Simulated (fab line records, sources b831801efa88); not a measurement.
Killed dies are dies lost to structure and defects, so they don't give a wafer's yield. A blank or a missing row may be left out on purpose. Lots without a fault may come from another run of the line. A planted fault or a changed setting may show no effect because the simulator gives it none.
fab line records | flow sky130 | part 1 of 2: steps 1 to 34 of 46
record lots=5 wafers=15 last_day=49
route steps=708 shown NWELL@57 PWDE@84 VT_ADJUST_HVTP@85 VT_ADJUST_LVTN@97
lots that met no fault: from a run of the same line without faults
start_h: hours from the record's first day to the start of the lot's first wafer shown | wait_h: hours since the lot's step before | " the same as in the row above | L1.1+2: a row that stands for several wafers | - no value, or no start given | * or withheld: withheld | < > ~ a bound
route shown NAME@n: a module of which the file shows steps, and the number in the route of the first | usual: mean/standard deviation of fault-free wafers | same: alike in all rows | chamber/n: place in a boat | sites: the reading at each site | _std_site: their standard deviation | _edge_site: outer sites' mean less inner sites' | radius_mm: how far each site lies from the wafer's centre | mask NAME#n: copy n | behind: the tool/chamber that last shaped the wafer | hold: why the lot was held/for how many hours/how that ended | device: the transistor (n, p or np) that didn't switch | end of line: the same wafers' tests at the end of the route | a step without rows: its recipe alone | killed: dies lost to structure and defects at the first sort, not the wafer's yield | map: a wafer's dies, x killed, . not, _ none there
set.NAME: the setting as run; set.NAME@STEP: as run at that earlier step | model.NAME: the simulator's own value behind a step, which no gauge read
lots at some steps of the route; a table a step, a row a wafer
services: from which hour (start_h, from the record's first day; less than 0 if before it) a tool's chamber was out of use, for how many hours, and why
## steps
# step SKY_NWELL_HMDS_04
# recipe prime_time_s=60 prime_temp_c=120
# columns lot.wafer tool chamber start_h wait_h
L077.1+3+6 litho_track-04 0 94.45 0.1
L081.2+3+4 litho_track-04 0 115.92 0.1
L083.2+4+6 litho_track-02 0 127.98 0.1
L092.1+4+6 litho_track-01 0 179.88 0.1
L093.4+5+6 litho_track-01 0 183.46 0.1
# step SKY_NWELL_COAT_05
# recipe spin_rpm=2000 resist_thk_nm=3000
# columns lot.wafer tool chamber start_h wait_h
L077.1+3+6 litho_track-04 0 94.60 0.1
L081.2+3+4 litho_track-04 0 116.07 0.1
L083.2+4+6 litho_track-02 0 128.13 0.1
L092.1+4+6 litho_track-01 0 180.03 0.1
L093.4+5+6 litho_track-01 0 183.61 0.1
# step SKY_NWELL_SOFTBAKE_06
# recipe temp_c=110 time_s=withheld
# columns lot.wafer tool chamber start_h wait_h
L077.1+3+6 litho_track-04 0 94.75 0.1
L081.2+3+4 litho_track-04 0 116.23 0.1
L083.2+4+6 litho_track-02 0 128.28 0.1
L092.1+4+6 litho_track-01 0 180.18 0.1
L093.4+5+6 litho_track-01 0 183.78 0.1
# step SKY_NWELL_EXPOSE_07
# recipe mask_id=NWM na=0.6 source_shape=conventional sigma_outer=0.6 polarization=unpolarized target_cd_nm=840 dose_mj=255
# usual stage_vel_mm_s=499.97/0.24
# columns lot.wafer tool chamber start_h wait_h mask stage_vel_mm_s
L077.1 iline_stepper-01 0 - - NWM#0 499.45
L077.3 " 0 " " NWM#0 499.95
L077.6 " 0 " " NWM#0 500.06
L081.2 iline_stepper-01 0 - - NWM#0 500.09
L081.3 " 0 " " NWM#0 499.84
L081.4 " 0 " " NWM#0 499.87
L083.2 iline_stepper-01 0 - - NWM#0 500.09
L083.4 " 0 " " NWM#0 500.22
L083.6 " 0 " " NWM#0 499.72
L092.1 iline_stepper-02 0 - - NWM#0 500.31
L092.4 " 0 " " NWM#0 500.35
L092.6 " 0 " " NWM#0 500.06
L093.4 iline_stepper-02 0 - - NWM#0 499.90
L093.5 " 0 " " NWM#0 500.09
L093.6 " 0 " " NWM#0 499.96
# step SKY_NWELL_PEB_08
# recipe temp_c=115 time_s=withheld
# columns lot.wafer tool chamber start_h wait_h
L077.1+3+6 litho_track-02 0 - -
L081.2+3+4 litho_track-01 0 - -
L083.2+4+6 litho_track-02 0 - -
L092.1+4+6 litho_track-04 0 - -
L093.4+5+6 litho_track-04 0 - -
# step SKY_NWELL_DEVELOP_09
# recipe wall_angle_deg=90 developer=TMAH develop_time_s=60 dev_temp_c=23
# columns lot.wafer tool chamber start_h wait_h
L077.1+3+6 litho_track-02 0 - -
L081.2+3+4 litho_track-01 0 - -
L083.2+4+6 litho_track-02 0 - -
L092.1+4+6 litho_track-04 0 - -
L093.4+5+6 litho_track-04 0 - -
# step SKY_NWELL_OVL_MEAS_10
# usual NWELL_00_OVL=-0.1/1.2
# columns lot.wafer tool chamber start_h wait_h NWELL_00_OVL[nm]
L077.1 overlay-02 - 103.45 - 0.8
L077.3 " - " " 1.6
L077.6 " - " " 0.6
L081.2 overlay-01 - 125.69 - 0.0
L081.3 " - " " 0.5
L081.4 " - " " 0.1
L083.2 overlay-01 - 137.81 - -0.8
L083.4 " - " " -0.9
L083.6 " - " " -1.5
L092.1 overlay-01 - 190.45 - -0.9
L092.4 " - " " -0.8
L092.6 " - " " -1.6
L093.4 overlay-01 - 194.47 - 0.5
L093.5 " - " " 1.9
L093.6 " - " " 0.2
# step SKY_NWELL_IMPLANT_11
# recipe species=P energy_kev=400 dose_cm2=1.9e+13 tilt_deg=withheld
# same implant_ion_amu=31
# columns lot.wafer tool chamber start_h wait_h
L077.1+3+6 implanter-02 0 103.49 0.0
L081.2+3+4 implanter-04 0 125.74 0.0
L083.2+4+6 implanter-03 0 137.86 0.0
L092.1+4+6 implanter-03 0 190.48 0.0
L093.4+5+6 implanter-04 0 194.56 0.1
# step SKY_NWELL_IMPLANT_12
# recipe species=P energy_kev=120 dose_cm2=1.3e+12 tilt_deg=withheld
# same implant_ion_amu=31
# columns lot.wafer tool chamber start_h wait_h
L077.1+3+6 implanter-02 0 103.64 0.1
L081.2+3+4 implanter-04 0 125.89 0.1
L083.2+4+6 implanter-03 0 138.01 0.1
L092.1+4+6 implanter-03 0 190.63 0.1
L093.4+5+6 implanter-04 0 194.71 0.1
# step SKY_NWELL_IMPLANT_13
# recipe species=P energy_kev=50 dose_cm2=7e+11 tilt_deg=withheld
# same implant_ion_amu=31
# columns lot.wafer tool chamber start_h wait_h
L077.1+3+6 implanter-02 0 103.79 0.1
L081.2+3+4 implanter-04 0 126.04 0.1
L083.2+4+6 implanter-03 0 138.16 0.1
L092.1+4+6 implanter-03 0 190.78 0.1
L093.4+5+6 implanter-04 0 194.86 0.1
# step SKY_NWELL_STRIP_14
# recipe chemistry=O2/N2 power_w=1400 pressure_mtorr=1500 platen_temp_c=withheld o2_flow_sccm=3000 n2_flow_sccm=300 overash_fraction=0.5
# usual drypump_motor_current_A=5.7/0.33 oes_product_au=0.722/0.0045 strip_time_to_endpoint_s=36.93/0.11
# same overash_fraction=0.5
# columns lot.wafer tool chamber start_h wait_h drypump_motor_current_A oes_product_au rf_hours_counter_h strip_time_to_endpoint_s
L077.1 plasma_asher-01 1 103.94 0.1 5.9 0.731 45 36.79
L077.3 " 0 " " 6.1 0.733 - 36.85
L077.6 " 0 " " 6.1 0.720 - 36.70
L081.2 plasma_asher-01 0 126.17 0.1 6.1 0.724 48 36.93
L081.3 " 1 " " 5.9 0.721 - 36.95
L081.4 " 0 " " 6.1 0.717 - 36.93
L083.2 plasma_asher-01 0 138.29 0.1 6.1 0.726 49 36.87
L083.4 " 1 " " 5.9 0.725 - 36.93
L083.6 " 0 " " 6.1 0.716 - 36.88
L092.1 plasma_asher-04 1 190.93 0.1 5.8 0.727 7 36.90
L092.4 " 0 " " 5.8 0.723 - 36.89
L092.6 " 0 " " 5.8 0.715 - 36.90
L093.4 plasma_asher-01 0 194.97 0.1 6.1 0.720 - 36.79
L093.5 " 1 " " 5.9 0.721 - 36.67
L093.6 " 0 " " 6.1 0.720 - 36.79
# step SKY_NWELL_TW_MEAS_15
# usual NWELL_TW=1828/16
# columns lot.wafer tool chamber start_h wait_h NWELL_TW
L077.1 film_metro-03 - 104.04 0.1 1846
L077.3 " - " " 1840
L077.6 " - " " 1849
L081.2 film_metro-03 - 126.28 0.1 1848
L081.3 " - " " 1843
L081.4 " - " " 1841
L083.2 film_metro-02 - 138.40 0.1 1825
L083.4 " - " " 1828
L083.6 " - " " 1830
L092.1 film_metro-02 - 191.03 0.1 1809
L092.4 " - " " 1811
L092.6 " - " " 1821
L093.4 film_metro-02 - 195.06 0.1 1814
L093.5 " - " " 1828
L093.6 " - " " 1829
# step SKY_NWELL_DEHYDRATE_16
# recipe temp_c=200 time_s=60
# columns lot.wafer tool chamber start_h wait_h
L077.1+3+6 litho_track-02 0 112.45 8.4
L081.2+3+4 litho_track-04 0 135.52 9.2
L083.2+4+6 litho_track-02 0 147.27 8.9
L092.1+4+6 litho_track-02 0 201.15 10.1
L093.4+5+6 litho_track-04 0 204.92 9.8
# step SKY_NWELL_HMDS_17
# recipe prime_time_s=60 prime_temp_c=120
# columns lot.wafer tool chamber start_h wait_h
L077.1+3+6 litho_track-02 0 112.60 0.1
L081.2+3+4 litho_track-04 0 135.67 0.1
L083.2+4+6 litho_track-02 0 147.42 0.1
L092.1+4+6 litho_track-02 0 201.30 0.1
L093.4+5+6 litho_track-04 0 205.07 0.1
# step SKY_NWELL_COAT_18
# recipe spin_rpm=2000 resist_thk_nm=3000
# columns lot.wafer tool chamber start_h wait_h
L077.1+3+6 litho_track-02 0 112.75 0.1
L081.2+3+4 litho_track-04 0 135.82 0.1
L083.2+4+6 litho_track-02 0 147.57 0.1
L092.1+4+6 litho_track-02 0 201.45 0.1
L093.4+5+6 litho_track-04 0 205.22 0.1
# step SKY_NWELL_SOFTBAKE_19
# recipe temp_c=110 time_s=withheld
# columns lot.wafer tool chamber start_h wait_h
L077.1+3+6 litho_track-02 0 112.90 0.1
L081.2+3+4 litho_track-04 0 135.98 0.1
L083.2+4+6 litho_track-02 0 147.73 0.1
L092.1+4+6 litho_track-02 0 201.60 0.1
L093.4+5+6 litho_track-04 0 205.40 0.1
# step SKY_NWELL_EXPOSE_20
# recipe mask_id=NWM_COMPLEMENT na=0.6 source_shape=conventional sigma_outer=0.6 polarization=unpolarized target_cd_nm=840 dose_mj=260
# usual stage_vel_mm_s=500.03/0.23
# columns lot.wafer tool chamber start_h wait_h mask stage_vel_mm_s
L077.1 iline_stepper-02 0 - - NWM_COMPLEMENT#0 499.65
L077.3 " 0 " " NWM_COMPLEMENT#0 500.12
L077.6 " 0 " " NWM_COMPLEMENT#0 499.85
L081.2 iline_stepper-02 0 - - NWM_COMPLEMENT#0 500.11
L081.3 " 0 " " NWM_COMPLEMENT#0 499.55
L081.4 " 0 " " NWM_COMPLEMENT#0 500.08
L083.2 iline_stepper-01 0 - - NWM_COMPLEMENT#0 499.97
L083.4 " 0 " " NWM_COMPLEMENT#0 499.85
L083.6 " 0 " " NWM_COMPLEMENT#0 499.38
L092.1 iline_stepper-02 0 - - NWM_COMPLEMENT#0 499.93
L092.4 " 0 " " NWM_COMPLEMENT#0 499.93
L092.6 " 0 " " NWM_COMPLEMENT#0 499.79
L093.4 iline_stepper-02 0 - - NWM_COMPLEMENT#0 500.18
L093.5 " 0 " " NWM_COMPLEMENT#0 499.96
L093.6 " 0 " " NWM_COMPLEMENT#0 500.29
# step SKY_NWELL_PEB_21
# recipe temp_c=115 time_s=withheld
# columns lot.wafer tool chamber start_h wait_h
L077.1+3+6 litho_track-02 0 - -
L081.2+3+4 litho_track-02 0 - -
L083.2+4+6 litho_track-01 0 - -
L092.1+4+6 litho_track-02 0 - -
L093.4+5+6 litho_track-02 0 - -
# step SKY_NWELL_DEVELOP_22
# recipe wall_angle_deg=90 developer=TMAH develop_time_s=60 dev_temp_c=23
# columns lot.wafer tool chamber start_h wait_h
L077.1+3+6 litho_track-02 0 - -
L081.2+3+4 litho_track-02 0 - -
L083.2+4+6 litho_track-01 0 - -
L092.1+4+6 litho_track-02 0 - -
L093.4+5+6 litho_track-02 0 - -
# step SKY_NWELL_OVL_MEAS_23
# usual NWELL_01_OVL=0.8/1.2
# columns lot.wafer tool chamber start_h wait_h NWELL_01_OVL[nm]
L077.1 overlay-02 - 121.55 - -0.8
L077.3 " - " " 0.0
L077.6 " - " " 0.5
L081.2 overlay-02 - 146.16 - 0.1
L081.3 " - " " 2.1
L081.4 " - " " 2.1
L083.2 overlay-01 - 158.24 - 3.0
L083.4 " - " " 1.8
L083.6 " - " " 1.5
L092.1 overlay-01 - 211.90 - 0.7
L092.4 " - " " 1.9
L092.6 " - " " -0.5
L093.4 overlay-02 - 216.17 - -1.3
L093.5 " - " " 0.1
L093.6 " - " " 1.2
# step SKY_NWELL_IMPLANT_24
# recipe species=B energy_kev=140 dose_cm2=9.2e+12 tilt_deg=withheld
# same implant_ion_amu=11
# columns lot.wafer tool chamber start_h wait_h
L077.1+3+6 implanter-03 0 121.59 0.0
L081.2+3+4 implanter-03 0 146.21 0.0
L083.2+4+6 implanter-04 0 158.29 0.0
L092.1+4+6 implanter-03 0 211.94 0.0
L093.4+5+6 implanter-03 0 216.26 0.1
# step SKY_NWELL_STRIP_25
# recipe chemistry=O2/N2 power_w=1400 pressure_mtorr=1500 platen_temp_c=withheld o2_flow_sccm=3000 n2_flow_sccm=300 overash_fraction=0.5
# usual drypump_motor_current_A=5.7/0.34 oes_product_au=0.723/0.0038 strip_time_to_endpoint_s=36.90/0.12
# same overash_fraction=0.5
# columns lot.wafer tool chamber start_h wait_h drypump_motor_current_A oes_product_au rf_hours_counter_h strip_time_to_endpoint_s
L077.1 plasma_asher-03 1 121.74 0.1 5.2 0.718 28 36.98
L077.3 " 1 " " 5.2 0.723 - 37.01
L077.6 " 1 " " 5.2 0.720 - 36.91
L081.2 plasma_asher-03 0 146.34 0.1 5.3 0.726 31 36.88
L081.3 " 1 " " 5.2 0.723 - 36.87
L081.4 " 0 " " 5.3 0.728 - 36.84
L083.2 plasma_asher-01 0 158.42 0.1 6.1 0.727 51 36.96
L083.4 " 1 " " 5.9 0.717 - 36.96
L083.6 " 0 " " 6.1 0.722 - 37.02
L092.1 plasma_asher-04 0 212.09 0.1 5.8 0.724 8 36.87
L092.4 " 1 " " 5.8 0.723 - 36.96
L092.6 " 0 " " 5.7 0.720 - 36.95
L093.4 plasma_asher-03 0 216.37 0.1 5.3 0.726 - 36.84
L093.5 " 0 " " 5.3 0.727 - 36.94
L093.6 " 1 " " 5.2 0.724 - 36.85
# step SKY_NWELL_TW_MEAS_26
# usual NWELL_2_TW=499/3.7
# columns lot.wafer tool chamber start_h wait_h NWELL_2_TW
L077.1 film_metro-03 - 121.84 0.1 507
L077.3 " - " " 505
L077.6 " - " " 506
L081.2 film_metro-01 - 146.45 0.1 494
L081.3 " - " " 495
L081.4 " - " " 496
L083.2 film_metro-02 - 158.53 0.1 499
L083.4 " - " " 497
L083.6 " - " " 500
L092.1 film_metro-01 - 212.19 0.1 496
L092.4 " - " " 498
L092.6 " - " " 496
L093.4 film_metro-01 - 216.47 0.1 498
L093.5 " - " " 500
L093.6 " - " " 498
# step SKY_NWELL_CLEAN_27
# recipe chemistry=SC1/SC2 mix=1:4:20 temp_c=70 time_s=150 dry=n2_spin
# usual temp_c=70.02/0.11
# columns lot.wafer tool chamber start_h wait_h temp_c
L077.1 wet_bench-04 3 121.90 0.1 70.02
L077.3 " 3 " " 70.15
L077.6 " 3 " " 70.00
L081.2 wet_bench-01 2 146.50 0.0 70.11
L081.3 " 2 " " 70.03
L081.4 " 2 " " 70.10
L083.2 wet_bench-01 3 158.58 0.0 70.03
L083.4 " 3 " " 70.15
L083.6 " 3 " " 70.11
L092.1 wet_bench-04 0 212.25 0.1 69.98
L092.4 " 0 " " 69.90
L092.6 " 0 " " 69.98
L093.4 wet_bench-01 1 216.50 0.0 70.11
L093.5 " 1 " " 69.79
L093.6 " 1 " " 70.08
# step SKY_NWELL_RTA_28
# recipe temp_c=1050 time_s=30 idle_temp_c=650 ramp_up_c_per_s=150 ramp_down_c_per_s=90 ambient=N2
# usual lamp_power_pct=25.30/0.056 wafer_temp_C_max=1054.9/0.9
# columns lot.wafer tool chamber start_h wait_h lamp_power_pct wafer_temp_C_max
L077.1 rtp_anneal-02 0 121.95 0.0 25.28 1053.8
L077.3 " 0 " " 25.34 1054.7
L077.6 " 0 " " 25.23 1053.9
L081.2 rtp_anneal-02 0 146.56 0.0 25.28 1054.8
L081.3 " 0 " " 25.34 1054.4
L081.4 " 0 " " 25.31 1054.9
L083.2 rtp_anneal-02 0 158.64 0.0 25.21 1054.0
L083.4 " 0 " " 25.27 1055.0
L083.6 " 0 " " 25.32 1055.1
L092.1 rtp_anneal-02 0 212.30 0.0 25.31 1054.8
L092.4 " 0 " " 25.28 1054.1
L092.6 " 0 " " 25.38 1054.9
L093.4 rtp_anneal-01 0 216.60 0.1 25.31 1053.9
L093.5 " 0 " " 25.24 1054.9
L093.6 " 0 " " 25.21 1055.0
# step SKY_NWELL_RS_MEAS_29
# recipe thk_meas_gauge=four-point-probe
# usual NWELL_RS=625.2/1.7
# columns lot.wafer tool chamber start_h wait_h NWELL_RS[ohm/sq]
L077.1 film_metro-01 - 122.05 0.1 626.5
L077.3 " - " " 627.9
L077.6 " - " " 625.6
L081.2 film_metro-03 - 146.67 0.1 625.9
L081.3 " - " " 626.1
L081.4 " - " " 626.2
L083.2 film_metro-01 - 158.75 0.1 624.6
L083.4 " - " " 625.3
L083.6 " - " " 623.9
L092.1 film_metro-03 - 212.40 0.1 626.9
L092.4 " - " " 623.4
L092.6 " - " " 624.1
L093.4 film_metro-02 - 216.71 0.1 626.0
L093.5 " - " " 624.6
L093.6 " - " " 627.6
# step SKY_NWELL_RS_MEAS_31
# recipe thk_meas_gauge=four-point-probe
# usual PWDE_RS=5281/17
# columns lot.wafer tool chamber start_h wait_h PWDE_RS[ohm/sq]
L077.1 film_metro-01 - 122.29 0.1 5261
L077.3 " - " " 5283
L077.6 " - " " 5266
L081.2 film_metro-03 - 146.91 0.1 5262
L081.3 " - " " 5265
L081.4 " - " " 5250
L083.2 film_metro-01 - 158.99 0.1 5250
L083.4 " - " " 5267
L083.6 " - " " 5276
L092.1 film_metro-03 - 212.64 0.1 5280
L092.4 " - " " 5280
L092.6 " - " " 5264
L093.4 film_metro-02 - 216.95 0.1 5303
L093.5 " - " " 5283
L093.6 " - " " 5283
# step SKY_VT_ADJUST_HVTP_DEHYDRATE_00
# recipe temp_c=200 time_s=60
# columns lot.wafer tool chamber start_h wait_h
L077.1+3+6 litho_track-04 0 131.50 9.2
L081.2+3+4 litho_track-03 0 156.47 9.5
L083.2+4+6 litho_track-03 0 168.92 9.9
L092.1+4+6 litho_track-04 0 222.95 10.3
L093.4+5+6 litho_track-03 0 226.96 10.0
# step SKY_VT_ADJUST_HVTP_HMDS_01
# recipe prime_time_s=60 prime_temp_c=120
# columns lot.wafer tool chamber start_h wait_h
L077.1+3+6 litho_track-04 0 131.65 0.1
L081.2+3+4 litho_track-03 0 156.62 0.1
L083.2+4+6 litho_track-03 0 169.07 0.1
L092.1+4+6 litho_track-04 0 223.10 0.1
L093.4+5+6 litho_track-03 0 227.11 0.1
# step SKY_VT_ADJUST_HVTP_COAT_02
# recipe resist=NOVOLAK spin_rpm=3000 resist_thk_nm=1140
# columns lot.wafer tool chamber start_h wait_h
L077.1+3+6 litho_track-04 0 131.80 0.1
L081.2+3+4 litho_track-03 0 156.77 0.1
L083.2+4+6 litho_track-03 0 169.22 0.1
L092.1+4+6 litho_track-04 0 223.25 0.1
L093.4+5+6 litho_track-03 0 227.26 0.1
# step SKY_VT_ADJUST_HVTP_SOFTBAKE_03
# recipe temp_c=90 time_s=60 resist=NOVOLAK
# columns lot.wafer tool chamber start_h wait_h
L077.1+3+6 litho_track-04 0 131.95 0.1
L081.2+3+4 litho_track-03 0 156.92 0.1
L083.2+4+6 litho_track-03 0 169.37 0.1
L092.1+4+6 litho_track-04 0 223.40 0.1
L093.4+5+6 litho_track-03 0 227.41 0.1
# step SKY_VT_ADJUST_HVTP_EXPOSE_04
# recipe mask_id=HVTPM na=0.6 source_shape=conventional sigma_outer=0.6 polarization=unpolarized target_cd_nm=380 dose_mj=140
# usual stage_vel_mm_s=499.95/0.22
# columns lot.wafer tool chamber start_h wait_h mask stage_vel_mm_s
L077.1 iline_stepper-01 0 - - HVTPM#0 499.99
L077.3 " 0 " " HVTPM#0 499.90
L077.6 " 0 " " HVTPM#0 499.85
L081.2 iline_stepper-02 0 - - HVTPM#0 500.06
L081.3 " 0 " " HVTPM#0 499.83
L081.4 " 0 " " HVTPM#0 500.17
L083.2 iline_stepper-02 0 - - HVTPM#0 500.18
L083.4 " 0 " " HVTPM#0 499.98
L083.6 " 0 " " HVTPM#0 499.97
L092.1 iline_stepper-01 0 - - HVTPM#0 499.63
L092.4 " 0 " " HVTPM#0 499.68
L092.6 " 0 " " HVTPM#0 499.83
L093.4 iline_stepper-01 0 - - HVTPM#0 499.79
L093.5 " 0 " " HVTPM#0 500.21
L093.6 " 0 " " HVTPM#0 500.18
# step SKY_VT_ADJUST_HVTP_PEB_05
# recipe temp_c=withheld time_s=* resist=NOVOLAK
# columns lot.wafer tool chamber start_h wait_h
L077.1+3+6 litho_track-01 0 - -
L081.2+3+4 litho_track-03 0 - -
L083.2+4+6 litho_track-01 0 - -
L092.1+4+6 litho_track-04 0 - -
L093.4+5+6 litho_track-01 0 - -
# step SKY_VT_ADJUST_HVTP_DEVELOP_06
# recipe resist=NOVOLAK developer=TMAH develop_time_s=60 dev_temp_c=23
# columns lot.wafer tool chamber start_h wait_h
L077.1+3+6 litho_track-01 0 140.93 0.1
L081.2+3+4 litho_track-03 0 167.01 0.1
L083.2+4+6 litho_track-01 0 179.61 0.1
L092.1+4+6 litho_track-04 0 233.70 0.1
L093.4+5+6 litho_track-01 0 237.71 0.1
